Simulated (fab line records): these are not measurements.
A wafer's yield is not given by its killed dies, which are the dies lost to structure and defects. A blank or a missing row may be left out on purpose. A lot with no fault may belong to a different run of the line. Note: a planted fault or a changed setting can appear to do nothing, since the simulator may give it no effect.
Which tool did it?    flow sky130    at 1 step of a route of 708, 12 lots with 36 wafers sampled

== WHAT THE GAUGES READ, wafer by wafer ==
SKY_FIELD_ISO_BOW_MEAS_00.
lot   measured     on             INCOMING_BOW (um)
L075  day 1 15:00  film_metro-01  -2 6 2
L077  day 2 01:00  film_metro-02  8 3 -4
L079  day 2 11:01  film_metro-04  5 -4 -2
L081  day 2 21:00  film_metro-02  0 -6 -4
L083  day 3 07:00  film_metro-01  7 8 -3
L085  day 3 17:00  film_metro-01  11 -12 -4
L087  day 4 03:00  film_metro-01  -18 4 11
L089  day 4 13:01  film_metro-01  -4 3 -5
L091  day 4 23:00  film_metro-02  9 -4 -6
L093  day 5 09:00  film_metro-02  2 -13 0
L095  day 5 19:04  film_metro-01  -1 -1 5
L097  day 6 05:02  film_metro-02  -1 -8 4

== WHAT TOOL EACH LOT RAN ON (gives the tool, then ch and the chambers of the sampled wafers, and finally the start) ==
The record holds no process step before these readings.

== THE ANSWER, worked out from the rows above alone ==
Rule: the lots themselves supply what counts as usual. Put in order of their means at a reading, lots are off if they are a third of the lots or fewer, leave a main group of 4 or more, and stand apart from it by a gap of 3 or more times the standard deviation of the main group's means; of several such gaps the widest counts. Not used: any main group whose means are identical at the precision the tables above print for the reading. A lot without any number at a reading at which 4 lots or more have one is off too. All remaining lots with rows at the step are treated as sound.
None of the lots is off at any reading shown; this tells nothing.

== WHAT THE SIMULATOR HAD PUT IN ==
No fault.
